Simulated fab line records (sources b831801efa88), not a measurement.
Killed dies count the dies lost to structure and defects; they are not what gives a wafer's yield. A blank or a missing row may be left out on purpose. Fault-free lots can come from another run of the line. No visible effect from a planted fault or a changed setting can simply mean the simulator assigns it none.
What tool caused it?    flow sky130    Sampling: 10 lots, 29 wafers, 5 of 708 route steps

WHAT THE GAUGES READ, wafer by wafer
SKY_CAP2M_RS_MEAS_03: a four-point-probe measurement.
lot   measured      on             CAP2M_TIN_RS (ohm/sq)
L814  day 39 19:29  film-metro-02  7.01 7.04 7.04
L816  day 40 22:31  film-metro-01  6.97 6.94 6.98
L818  day 41 12:07  film-metro-01  6.87 6.98 6.97
L819  day 41 19:18  film-metro-02  6.62 6.61
L820  day 42 09:31  film-metro-02  6.90 6.85 6.90
L821  day 42 10:57  film-metro-01  6.70 6.92 6.85
L824  day 43 04:32  film-metro-03  6.65 6.66 6.61
L834  day 45 16:32  film-metro-03  6.87 6.95 6.94
L833  day 45 20:43  film-metro-03  6.98 6.92 6.88
L835  day 46 03:38  film-metro-02  6.94 6.89 6.78

TOOL THAT RAN EACH LOT (tool first, then ch and the chambers of the sampled wafers, then the start)
lot   SKY_VIA3_ETCH_15                    SKY_VIA3_SPUTTER_20           SKY_VIA3_CVD_21                SKY_CAP2M_SPUTTER_02
L814  rie-diel-03 ch 0,2,3, day 39 17:47  pvd-sputter-01, day 39 18:28  cvd-w-02 ch 0,1, day 39 18:32  pvd-sputter-02, day 39 19:22
L816  rie-diel-03 ch 1,3, day 40 20:51    pvd-sputter-02, day 40 21:30  cvd-w-02 ch 0,1, day 40 21:34  pvd-sputter-02, day 40 22:24
L818  rie-diel-02 ch 0,2, day 41 09:56    pvd-sputter-01, day 41 10:56  cvd-w-01 ch 0,1, day 41 11:02  pvd-sputter-01, day 41 11:58
L819  rie-diel-02 ch 2,3, day 41 16:26    pvd-sputter-02, day 41 17:08  cvd-w-01 ch 0,1, day 41 17:14  pvd-sputter-02, day 41 19:09
L820  rie-diel-02 ch 0,1, day 42 07:28    pvd-sputter-02, day 42 08:14  cvd-w-01 ch 0,1, day 42 08:17  pvd-sputter-01, day 42 09:24
L821  rie-diel-03 ch 1,2,3, day 42 09:17  pvd-sputter-04, day 42 09:56  cvd-w-02 ch 0,1, day 42 10:00  pvd-sputter-01, day 42 10:50
L824  rie-diel-02 ch 2,3, day 43 02:50    pvd-sputter-04, day 43 03:32  cvd-w-02 ch 0,1, day 43 03:35  pvd-sputter-02, day 43 04:26
L834  rie-diel-02 ch 0,2,3, day 45 14:46  pvd-sputter-01, day 45 15:25  cvd-w-01 ch 0,1, day 45 15:29  pvd-sputter-02, day 45 16:25
L833  rie-diel-02 ch 2,3, day 45 19:02    pvd-sputter-02, day 45 19:42  cvd-w-02 ch 1, day 45 19:46    pvd-sputter-01, day 45 20:36
L835  rie-diel-01 ch 1,2,3, day 46 01:56  pvd-sputter-02, day 46 02:37  cvd-w-02 ch 0,1, day 46 02:41  pvd-sputter-02, day 46 03:31
- SKY_VIA3_ETCH_15: etches SiO2 in C4F8/O2/Ar, stops on TiN, target depth 507 nm, time 78 s.
- SKY_VIA3_SPUTTER_20: material TiN, target thk 20 nm, time 80 s.
- SKY_VIA3_CVD_21: deposits W, target thk 390 nm, time 117.31 s.
- SKY_CAP2M_SPUTTER_02: material TiN, target thk 200 nm, time 166.7 s.

THE ANSWER, worked out from the rows above alone
Rule: the lots themselves supply what counts as usual. Put in order of their means at a reading, lots are off if they are a third of the lots or fewer, leave a main group of 4 or more, and stand apart from it by a gap of 3 or more times the standard deviation of the main group's means; of several such gaps the widest counts. A main group whose means are all the same, to the digits that the tables above print for the reading, isn't used. Also off: a lot with no number at a reading for which 4 or more lots have one. Any other lot the step has rows for is counted as sound.
Off: L819, L824, seen at SKY_CAP2M_RS_MEAS_03 (CAP2M_TIN_RS). The main group: mean 6.92 ohm/sq, standard deviation 0.059.
If a tool, at a process step before that reading, ran all the lots that are off and no sound lot after the first of them, it fits. The gauges at SKY_CAP2M_RS_MEAS_03 are tried like those tools. None of those tried fits.

WHAT HAD BEEN PUT IN BY THE SIMULATOR
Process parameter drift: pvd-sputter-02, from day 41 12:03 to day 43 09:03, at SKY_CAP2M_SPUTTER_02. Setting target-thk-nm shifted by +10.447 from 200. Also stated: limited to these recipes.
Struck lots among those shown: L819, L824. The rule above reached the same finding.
